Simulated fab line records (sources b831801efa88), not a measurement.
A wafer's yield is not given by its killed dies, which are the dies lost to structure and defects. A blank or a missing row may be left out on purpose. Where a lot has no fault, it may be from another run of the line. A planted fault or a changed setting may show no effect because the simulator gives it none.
fab line records + flow sfqLine
[record]
- lots = 11
- wafers = 33
- lastDay = 87
route steps=325 shown JJ@179 I6@267 I7@298
lots with no fault: from the same line, run without faults
startH: the number of hours between the record's first day and the start of the first shown wafer of the lot + waitH: how many hours have passed since the lot's step before this one + " same as the row above + L1.1+2: a single row standing in for several wafers + - no value present, or no start provided + * or withheld: withheld + < > ~ a bound
route shown NAME@n: names a module that has steps shown in the file, with the first one's number in the route + usual: mean and standard deviation over wafers with no fault + same: alike in all rows + chamber/n: place in a boat + sites: each site's reading + _std_site: how widely they spread, as a standard deviation + _edge_site: mean of outer sites minus mean of inner sites + radiusMm: for every site, how far away it sits from the centre of the wafer + mask NAME#n: copy n + behind: the tool/chamber that last shaped the wafer + hold: why the lot was held/for how many hours/how that ended + device: the transistor (n, p or np) that didn't switch + end of line: tests run on the same wafers once the route is complete + a step with no rows: only its recipe + killed: dies that structure and defects cost at the first sort, which is not the same as the wafer's yield + map: a wafer's dies, x killed, . not, _ none there
set.NAME: the setting that was run; set.NAME@STEP: the one run at that earlier step + model.NAME: the simulator's own value behind a step, which no gauge read
route steps across a sampled set of lots; one table per step, one row per wafer
services: a tool's chamber out of use, with start hour (startH, from the record's first day; less than 0 if before it), hours out, and reason
[[steps]]
[step SFQ_TRILAYER_JJ_TRILAYER_DEP_SPUTTER_109]
[recipe]
- material = Nb
- basePressurePa = 1.33e-06
- chamberPressurePa = 0.1333
- substrateTempC = 20
- targetThkNm = 150
- powerW = 2000
- timeS = 100
[usual]
- throttleValvePct = 30.1/1.2
| lot.wafer | tool          | chamber | startH  | waitH | throttleValvePct |
|-----------|---------------|---------|---------|-------|------------------|
| L791.1    | pvdSputter-04 | -       | 1298.81 | 0.0   | 29.1             |
| L791.5    | "             | -       | "       | "     | 29.9             |
| L791.6    | "             | -       | "       | "     | 32.7             |
| L792.1    | pvdSputter-03 | -       | 1303.61 | 0.0   | 28.9             |
| L792.3    | "             | -       | "       | "     | 29.0             |
| L792.4    | "             | -       | "       | "     | 30.0             |
| L793.2    | pvdSputter-05 | -       | 1306.01 | 0.0   | 30.5             |
| L793.4    | "             | -       | "       | "     | 31.5             |
| L793.6    | "             | -       | "       | "     | 29.4             |
| L794.2    | pvdSputter-05 | -       | 1319.21 | 0.0   | 30.5             |
| L794.5    | "             | -       | "       | "     | 31.3             |
| L794.6    | "             | -       | "       | "     | 31.7             |
| L795.1    | pvdSputter-05 | -       | 1344.34 | 0.0   | 31.9             |
| L795.5    | "             | -       | "       | "     | 30.4             |
| L795.6    | "             | -       | "       | "     | 29.2             |
| L799.3    | pvdSputter-04 | -       | 1392.47 | 0.0   | 31.2             |
| L799.4    | "             | -       | "       | "     | 29.5             |
| L799.5    | "             | -       | "       | "     | 29.2             |
| L801.3    | pvdSputter-05 | -       | 1397.27 | 0.0   | 31.3             |
| L801.4    | "             | -       | "       | "     | 29.4             |
| L801.5    | "             | -       | "       | "     | 31.1             |
| L806.1    | pvdSputter-04 | -       | 1422.47 | 0.0   | 28.9             |
| L806.3    | "             | -       | "       | "     | 31.2             |
| L806.6    | "             | -       | "       | "     | 29.2             |
| L807.1    | pvdSputter-03 | -       | 1426.08 | 0.0   | 29.9             |
| L807.3    | "             | -       | "       | "     | 28.3             |
| L807.4    | "             | -       | "       | "     | 28.8             |
| L808.1    | pvdSputter-05 | -       | 1428.49 | 0.0   | 31.7             |
| L808.3    | "             | -       | "       | "     | 29.0             |
| L808.4    | "             | -       | "       | "     | 31.3             |
| L814.2    | pvdSputter-05 | -       | 1471.17 | 0.0   | 31.8             |
| L814.5    | "             | -       | "       | "     | 31.8             |
| L814.6    | "             | -       | "       | "     | 29.5             |
[step SFQ_TRILAYER_JJ_CE_ETCH_RIE_118]
[recipe]
- target = Nb
- stopOn = Al2O3
- maskMaterial = PR
- taperDeg = 13.257
- overEtchFrac = 0.15
- timeS = 97.7
- chemistry = SF6
- targetDepthNm = 170
- icpW = 600
- biasW = 80
- pressureMtorr = 10
[usual]
- drypumpMotorCurrentA = 5.74/0.27
- oesProductAu = 0.986/0.0099
| lot.wafer | tool        | chamber | startH  | waitH | drypumpMotorCurrentA | oesProductAu | rfHoursCounterH |
|-----------|-------------|---------|---------|-------|----------------------|--------------|-----------------|
| L791.1    | rieMetal-02 | 0       | 1430.00 | 0.1   | 5.65                 | 0.989        | 60              |
| L791.5    | "           | 0       | "       | "     | 5.67                 | 0.977        | -               |
| L791.6    | "           | 1       | "       | "     | 5.76                 | 0.976        | -               |
| L792.1    | rieMetal-04 | 0       | 1433.60 | 0.1   | 5.02                 | 0.991        | 107             |
| L792.3    | "           | 1       | "       | "     | 5.83                 | 0.984        | -               |
| L792.4    | "           | 0       | "       | "     | 4.99                 | 1.011        | -               |
| L793.2    | rieMetal-03 | 1       | 1438.40 | 0.1   | 5.96                 | 0.992        | 53              |
| L793.4    | "           | 1       | "       | "     | 5.97                 | 0.991        | -               |
| L793.6    | "           | 0       | "       | "     | 5.93                 | 0.977        | -               |
| L794.2    | rieMetal-04 | 1       | 1445.60 | 0.1   | 5.83                 | 1.000        | 52              |
| L794.5    | "           | 1       | "       | "     | 5.81                 | 1.001        | -               |
| L794.6    | "           | 0       | "       | "     | 5.01                 | 0.994        | -               |
| L795.1    | rieMetal-02 | 1       | 1474.40 | 0.1   | 5.74                 | 0.983        | 125             |
| L795.5    | "           | 0       | "       | "     | 5.65                 | 0.987        | -               |
| L795.6    | "           | 1       | "       | "     | 5.74                 | 0.979        | -               |
| L799.3    | rieMetal-04 | 1       | 1511.99 | 0.2   | 5.81                 | 0.994        | -               |
| L799.4    | "           | 1       | "       | "     | 5.81                 | 0.988        | -               |
| L799.5    | "           | 1       | "       | "     | 5.83                 | 0.994        | -               |
| L801.3    | rieMetal-03 | 0       | 1514.26 | 0.1   | 5.92                 | 0.972        | -               |
| L801.4    | "           | 1       | "       | "     | 5.96                 | 0.991        | -               |
| L801.5    | "           | 1       | "       | "     | 5.97                 | 0.984        | -               |
| L806.1    | rieMetal-02 | 1       | 1533.43 | 0.1   | 5.80                 | 0.988        | 3               |
| L806.3    | "           | 0       | "       | "     | 5.64                 | 0.993        | -               |
| L806.6    | "           | 0       | "       | "     | 5.68                 | 0.987        | -               |
| L807.1    | rieMetal-04 | 1       | 1534.63 | 0.1   | 5.83                 | 0.989        | 67              |
| L807.3    | "           | 0       | "       | "     | 5.02                 | 0.984        | -               |
| L807.4    | "           | 1       | "       | "     | 5.81                 | 0.995        | -               |
| L808.1    | rieMetal-03 | 0       | 1535.83 | 0.1   | 5.94                 | 0.980        | 21              |
| L808.3    | "           | 0       | "       | "     | 5.95                 | 0.976        | -               |
| L808.4    | "           | 1       | "       | "     | 5.98                 | 0.981        | -               |
| L814.2    | rieMetal-03 | 0       | 1572.08 | 0.1   | 5.92                 | 0.974        | 25              |
| L814.5    | "           | 0       | "       | "     | 5.91                 | 0.969        | -               |
| L814.6    | "           | 1       | "       | "     | 5.95                 | 0.981        | -               |
[step SFQ_TRILAYER_I6_CMP_CMP_166]
[recipe]
- material = SiO2
- downForcePsi = 3
- platenRpm = 60
- padVelocityMS = 0.94248
[usual]
- motorCurrentA = 9.8/1.5
- timeToEndpointS = 217/7.2
| lot.wafer | tool   | chamber | startH  | waitH | motorCurrentA | timeToEndpointS |
|-----------|--------|---------|---------|-------|---------------|-----------------|
| L791.1    | cmp-02 | 0       | 1559.62 | 1.0   | 10.0          | 219             |
| L791.6    | "      | 2       | 1560.62 | 2.0   | 9.1           | 234             |
| L791.5    | "      | 3       | "       | "     | 9.8           | 230             |
| L792.3    | cmp-01 | 0       | 1563.42 | 0.0   | 8.6           | 207             |
| L792.1    | "      | 2       | 1564.42 | 1.0   | 8.1           | 208             |
| L792.4    | "      | 3       | "       | "     | 13.6          | 222             |
| L793.2    | cmp-01 | 1       | 1571.75 | 1.2   | 10.4          | 215             |
| L793.4    | "      | 0       | 1573.25 | 2.6   | 8.2           | 227             |
| L793.6    | "      | 1       | "       | "     | 10.1          | 225             |
| L794.2    | cmp-02 | 2       | 1577.22 | 3.0   | 8.6           | 213             |
| L794.5    | "      | 2       | 1579.22 | 5.0   | 8.9           | 211             |
| L794.6    | "      | 3       | "       | "     | 8.8           | 223             |
| L795.1    | cmp-02 | 1       | 1734.13 | 2.6   | 11.5          | 213             |
| L795.6    | "      | 0       | 1735.63 | 4.0   | 10.1          | 224             |
| L795.5    | "      | 1       | "       | "     | 10.8          | 224             |
| L799.3    | cmp-01 | 0       | 1898.94 | 0.0   | 8.7           | 213             |
| L799.4    | "      | 1       | "       | "     | 9.6           | 237             |
| L799.5    | "      | 1       | 1901.44 | 2.5   | 10.3          | 240             |
| L801.3    | cmp-02 | 1       | 1910.36 | 1.0   | 11.6          | 220             |
| L801.4    | "      | 2       | "       | "     | 9.0           | 210             |
| L801.5    | "      | 0       | 1911.86 | 2.5   | 10.7          | 215             |
| L806.3    | cmp-02 | 0       | 1930.52 | 0.8   | 9.8           | 209             |
| L806.1    | "      | 2       | 1931.52 | 1.8   | 8.8           | 212             |
| L806.6    | "      | 0       | 1932.52 | 2.8   | 10.9          | 221             |
| L807.4    | cmp-02 | 1       | 1940.54 | 0.0   | 11.5          | 216             |
| L807.1    | "      | 2       | "       | "     | 9.1           | 208             |
| L807.3    | "      | 0       | 1942.04 | 1.5   | 10.2          | 219             |
| L808.1    | cmp-02 | 2       | 1947.04 | 2.9   | 9.4           | 213             |
| L808.3    | "      | 3       | "       | "     | 9.2           | 208             |
| L808.4    | "      | 0       | "       | "     | 10.7          | 211             |
| L814.2    | cmp-01 | 2       | 1972.42 | 7.9   | 8.3           | 205             |
| L814.5    | "      | 1       | 1973.92 | 9.4   | 9.7           | 215             |
| L814.6    | "      | 2       | "       | "     | 8.1           | 213             |
[step SFQ_TRILAYER_I6_METRO_MEASURE_167]
[usual]
- thkNm = 200.7/1
| lot.wafer | tool         | chamber | startH  | waitH | thkNm |
|-----------|--------------|---------|---------|-------|-------|
| L791.1    | filmMetro-01 | -       | 1561.74 | 0.1   | 200.0 |
| L791.5    | "            | -       | "       | "     | 200.2 |
| L791.6    | "            | -       | "       | "     | 200.5 |
| L792.1    | filmMetro-02 | -       | 1566.54 | 0.1   | 201.4 |
| L792.3    | "            | -       | "       | "     | 200.5 |
| L792.4    | "            | -       | "       | "     | 201.9 |
| L793.2    | filmMetro-02 | -       | 1575.07 | 0.3   | 200.4 |
| L793.4    | "            | -       | "       | "     | 200.1 |
| L793.6    | "            | -       | "       | "     | 201.4 |
| L794.2    | filmMetro-02 | -       | 1580.54 | 0.3   | 200.8 |
| L794.5    | "            | -       | "       | "     | 202.1 |
| L794.6    | "            | -       | "       | "     | 200.6 |
| L795.1    | filmMetro-04 | -       | 1736.75 | 0.1   | 200.7 |
| L795.5    | "            | -       | "       | "     | 200.6 |
| L795.6    | "            | -       | "       | "     | 201.4 |
| L799.3    | filmMetro-02 | -       | 1902.46 | 0.5   | 200.3 |
| L799.4    | "            | -       | "       | "     | 181.3 |
| L799.5    | "            | -       | "       | "     | 182.2 |
| L801.3    | filmMetro-04 | -       | 1912.88 | 0.5   | 199.9 |
| L801.4    | "            | -       | "       | "     | 200.8 |
| L801.5    | "            | -       | "       | "     | 199.9 |
| L806.1    | filmMetro-02 | -       | 1933.64 | 0.1   | 201.4 |
| L806.3    | "            | -       | "       | "     | 202.7 |
| L806.6    | "            | -       | "       | "     | 202.1 |
| L807.1    | filmMetro-02 | -       | 1943.66 | 0.1   | 201.4 |
| L807.3    | "            | -       | "       | "     | 200.9 |
| L807.4    | "            | -       | "       | "     | 201.7 |
| L808.1    | filmMetro-04 | -       | 1949.66 | 0.1   | 200.0 |
| L808.3    | "            | -       | "       | "     | 200.5 |
| L808.4    | "            | -       | "       | "     | 199.6 |
| L814.2    | filmMetro-01 | -       | 1975.24 | 0.3   | 201.6 |
| L814.5    | "            | -       | "       | "     | 201.2 |
| L814.6    | "            | -       | "       | "     | 199.3 |
[step SFQ_TRILAYER_I6_VIA_ETCH_VIA_ETCH_172]
[recipe]
- target = SiO2
- stopOn = Nb
- maskMaterial = PR
- taperDeg = 20
- chemistry = CHF3
- targetDepthNm = 260
- sourceW = 500
- biasW = 80
- pressureMtorr = 30
- timeS = withheld
[usual]
- drypumpMotorCurrentA = 5.8/0.49
- oesProductAu = 0.856/0.0061
| lot.wafer | tool       | chamber | startH  | waitH | drypumpMotorCurrentA | oesProductAu |
|-----------|------------|---------|---------|-------|----------------------|--------------|
| L791.1    | rieDiel-04 | 3       | 1672.50 | 0.0   | 5.4                  | 0.855        |
| L791.5    | "          | 1       | "       | "     | 6.0                  | 0.854        |
| L791.6    | "          | 2       | "       | "     | 5.6                  | 0.853        |
| L792.1    | rieDiel-03 | 3       | 1674.90 | 0.0   | 6.3                  | 0.852        |
| L792.3    | "          | 0       | "       | "     | 6.1                  | 0.853        |
| L792.4    | "          | 1       | "       | "     | 5.2                  | 0.856        |
| L793.2    | rieDiel-03 | 0       | 1683.30 | 0.0   | 6.1                  | 0.866        |
| L793.4    | "          | 0       | "       | "     | 6.1                  | 0.853        |
| L793.6    | "          | 2       | "       | "     | 6.7                  | 0.858        |
| L794.2    | rieDiel-03 | 0       | 1688.10 | 0.0   | 6.1                  | 0.853        |
| L794.5    | "          | 1       | "       | "     | 5.2                  | 0.867        |
| L794.6    | "          | 2       | "       | "     | 6.7                  | 0.855        |
| L795.1    | rieDiel-03 | 1       | 1740.27 | 0.0   | 5.2                  | 0.854        |
| L795.5    | "          | 3       | "       | "     | 6.3                  | 0.868        |
| L795.6    | "          | 2       | "       | "     | 6.7                  | 0.864        |
| L799.3    | rieDiel-03 | 2       | 1907.12 | 0.0   | 6.8                  | 0.865        |
| L799.4    | "          | 3       | "       | "     | 6.3                  | 0.828        |
| L799.5    | "          | 0       | "       | "     | 6.0                  | 0.812        |
| L801.3    | rieDiel-03 | 0       | 1916.00 | 0.0   | 6.1                  | 0.850        |
| L801.4    | "          | 2       | "       | "     | 6.7                  | 0.863        |
| L801.5    | "          | 0       | "       | "     | 6.1                  | 0.856        |
| L806.1    | rieDiel-02 | 3       | 1939.12 | 0.0   | 5.5                  | 0.852        |
| L806.3    | "          | 1       | "       | "     | 4.9                  | 0.865        |
| L806.6    | "          | 0       | "       | "     | 5.7                  | 0.858        |
| L807.1    | rieDiel-03 | 1       | 1947.19 | 0.0   | 5.3                  | 0.863        |
| L807.3    | "          | 2       | "       | "     | 6.7                  | 0.850        |
| L807.4    | "          | 0       | "       | "     | 6.1                  | 0.862        |
| L808.1    | rieDiel-02 | 2       | 1953.31 | 0.0   | 6.0                  | 0.852        |
| L808.3    | "          | 3       | "       | "     | 5.5                  | 0.847        |
| L808.4    | "          | 2       | "       | "     | 6.0                  | 0.849        |
| L814.2    | rieDiel-03 | 2       | 1982.32 | 0.0   | 6.7                  | 0.857        |
| L814.5    | "          | 0       | "       | "     | 6.1                  | 0.853        |
| L814.6    | "          | 3       | "       | "     | 6.3                  | 0.856        |
[step SFQ_I7_BOW_MEAS_946]
[recipe]
- mode = bow
[usual]
- I7_BOW = 3/12
| lot.wafer | tool         | chamber | startH  | waitH | I7_BOW[um] |
|-----------|--------------|---------|---------|-------|------------|
| L791.1    | filmMetro-02 | -       | 1684.32 | 2.0   | -14        |
| L791.5    | "            | -       | "       | "     | -6         |
| L791.6    | "            | -       | "       | "     | -9         |
| L792.1    | filmMetro-03 | -       | 1685.33 | 2.0   | 6          |
| L792.3    | "            | -       | "       | "     | 14         |
| L792.4    | "            | -       | "       | "     | 2          |
| L793.2    | filmMetro-02 | -       | 1690.83 | 1.0   | 9          |
| L793.4    | "            | -       | "       | "     | 17         |
| L793.6    | "            | -       | "       | "     | 20         |
| L794.2    | filmMetro-04 | -       | 1696.35 | 1.0   | 2          |
| L794.5    | "            | -       | "       | "     | 7          |
| L794.6    | "            | -       | "       | "     | 0          |
| L795.1    | filmMetro-03 | -       | 1833.84 | 2.0   | -32        |
| L795.5    | "            | -       | "       | "     | -19        |
| L795.6    | "            | -       | "       | "     | -19        |
| L799.3    | filmMetro-02 | -       | 1914.71 | 2.5   | -1         |
| L799.4    | "            | -       | "       | "     | -12        |
| L799.5    | "            | -       | "       | "     | -4         |
| L801.3    | filmMetro-03 | -       | 1925.18 | 2.5   | 3          |
| L801.4    | "            | -       | "       | "     | 11         |
| L801.5    | "            | -       | "       | "     | 10         |
| L806.1    | filmMetro-02 | -       | 1947.92 | 1.5   | 6          |
| L806.3    | "            | -       | "       | "     | 14         |
| L806.6    | "            | -       | "       | "     | 17         |
| L807.1    | filmMetro-02 | -       | 1956.92 | 1.0   | -3         |
| L807.3    | "            | -       | "       | "     | 18         |
| L807.4    | "            | -       | "       | "     | 3          |
| L808.1    | filmMetro-03 | -       | 1967.54 | 1.5   | 10         |
| L808.3    | "            | -       | "       | "     | 9          |
| L808.4    | "            | -       | "       | "     | 7          |
| L814.2    | filmMetro-02 | -       | 2004.13 | 1.0   | 0          |
| L814.5    | "            | -       | "       | "     | -10        |
| L814.6    | "            | -       | "       | "     | -4         |
[[services]]
| tool       | chamber | startH  | hours | kind   |
|------------|---------|---------|-------|--------|
| rieDiel-03 | 1       | 1332.05 | 6.0   | repair |
| cmp-02     | -       | 1334.21 | 4.2   | pm     |
| rieDiel-03 | 2       | 1336.15 | 6.2   | repair |
| rieDiel-03 | 3       | 1366.70 | 5.1   | repair |
| rieDiel-03 | -       | 1409.66 | 14.6  | pm     |
| cmp-02     | -       | 1422.28 | 3.3   | repair |
| cmp-02     | -       | 1437.55 | 4.0   | pm     |
| rieDiel-03 | -       | 1448.79 | 0.2   | repair |
| rieDiel-03 | 3       | 1490.79 | 1.6   | repair |
| rieDiel-03 | 2       | 1503.37 | 3.5   | repair |
| cmp-02     | -       | 1511.66 | 4.4   | pm     |
| cmp-02     | -       | 1543.98 | 5.0   | repair |
| rieDiel-03 | -       | 1562.79 | 0.9   | repair |
| cmp-02     | -       | 1585.66 | 1.8   | repair |
| rieDiel-03 | -       | 1587.88 | 4.3   | pm     |
| rieDiel-03 | 1       | 1620.14 | 2.1   | repair |
| cmp-02     | -       | 1701.15 | 6.3   | pm     |
| rieDiel-03 | 1       | 1771.98 | 2.5   | repair |
| cmp-02     | -       | 1778.44 | 6.4   | repair |
| cmp-02     | -       | 1784.84 | 4.0   | pm     |
| rieDiel-03 | -       | 1791.39 | 1.0   | repair |
| rieDiel-03 | 1       | 1851.09 | 11.9  | repair |
| rieDiel-03 | -       | 1911.03 | 2.8   | pm     |
| rieDiel-03 | 0       | 1963.81 | 6.0   | repair |
[[key]]
[firstSign]
- step = SFQ_TRILAYER_I6_METRO_MEASURE_167
- reading = thkNm
- direction = down
- sigmas = 19
- usual = 200.7
- struck = 181.8
[effect]
- step = SFQ_TRILAYER_I6_VIA_ETCH_VIA_ETCH_172
- reading = oesProductAu
- direction = down
- sigmas = 6
- usual = 0.856
- struck = 0.820
metAt SFQ_TRILAYER_I6_CMP_CMP_166
struckLots L799
struckWafers L799.4,L799.5
notActingAt SFQ_TRILAYER_JJ_TRILAYER_DEP_SPUTTER_109,SFQ_TRILAYER_JJ_CE_ETCH_RIE_118,SFQ_I7_BOW_MEAS_946
onsetBetween 1571.75 1898.94
[fault]
- kind = processParameterDrift
- tool = cmp-01
- chamber = 1
- onsetH = 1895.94
- steps = SFQ_TRILAYER_I6_CMP_CMP_166
- channel = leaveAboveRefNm
- offset = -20
- shape = step
- endH = 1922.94
- actsIn = theseRecipesOnly
- stated = 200
